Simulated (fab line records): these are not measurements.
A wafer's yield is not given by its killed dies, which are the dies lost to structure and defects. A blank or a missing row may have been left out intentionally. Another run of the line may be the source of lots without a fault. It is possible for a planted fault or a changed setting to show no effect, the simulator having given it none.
Code-filled problem report in 8D (eight disciplines) form ; flow gf180mcu ; the parts of the form that need people (team, actions taken, sign-off) are left out

## 1. THE PROBLEM
Wafers without a fault read 160.38 W, standard deviation 0.13; heater-power-total-W at GF_V1_DEHYDRATE_06 reads a mean of 178.03 W on 6 wafers belonging to 2 lots. So: +99 or more standard deviations from the usual mean.
The step: time 60 s.
First seen on wafer L585.4, day 22 21:25, on litho-track-03. The record holds 39 wafers of 13 lots with a number at this step. By rule, "out" or "out of limits" means more than 4 standard deviations away from the usual mean. The rest of the wafers with a number are treated as sound.

## 2. WHAT IT IS, WHAT IT ISN'T
question;is;is not
which readings at this step;heater-power-total-W, run-length-s;-
which lots;L585, L590;L571, L572, L574, L576, L577, L579, L581, L582, L589, L591, L592
which wafers of those lots;all that have a number;-
read on which tools;litho-track-03;litho-track-02, litho-track-04
when;from day 22 21:25;"up to then (24 sound wafers); but 9 sound wafers of L589, L591, L592 came after"

## 3. THE SUSPECTS, EACH WITH WHAT RULES IT OUT
Counting: any tool at a process step up to the reading is kept as a suspect provided that every lot that is out went through it and no sound lot did after the first of them.
- litho-track-03 at GF_V1_DEHYDRATE_06 (time 60 s): kept. It ran every lot that is out, first L585 (day 22 21:25), and no sound lot after that; its last sound lot up to then is L582 (day 21 22:16). Its own readings are out on those wafers: heater-power-total-W, run-length-s.
The count leaves litho-track-03 at GF_V1_DEHYDRATE_06.

## 4. THE CAUSE (what the simulator had put in)
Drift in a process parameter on litho-track-03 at GF_V1_DEHYDRATE_06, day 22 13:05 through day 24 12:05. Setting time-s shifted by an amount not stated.
This tool alone remained once counting was done.

## 5. SEQUENCE OF EFFECTS, ordered by route
Each row: a reading whose mean over the struck wafers that have a number lies more than 3 standard deviations from the usual. Scope: only readings with a usual standard deviation given in the record; hours: median across lots of the time from each lot's start at the first step in this table that gives one to its start at this step; sigmas: change in usual standard deviations.
hours;step;reading;usual;on struck wafers;change;sigmas
0;GF_V1_DEHYDRATE_06;heater-power-total-W;160.38 W;178.03;+17.65;+99 or more
0;GF_V1_DEHYDRATE_06;run-length-s;89.36 s;72.48;-16.88;-99 or more
Its process steps:
- GF_V1_DEHYDRATE_06: time 60 s.

## 6. HOW IT WOULD HAVE BEEN CAUGHT EARLIER
The fault began at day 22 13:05; the first out-of-limits reading in this record came at day 22 21:25, 8 hours later.
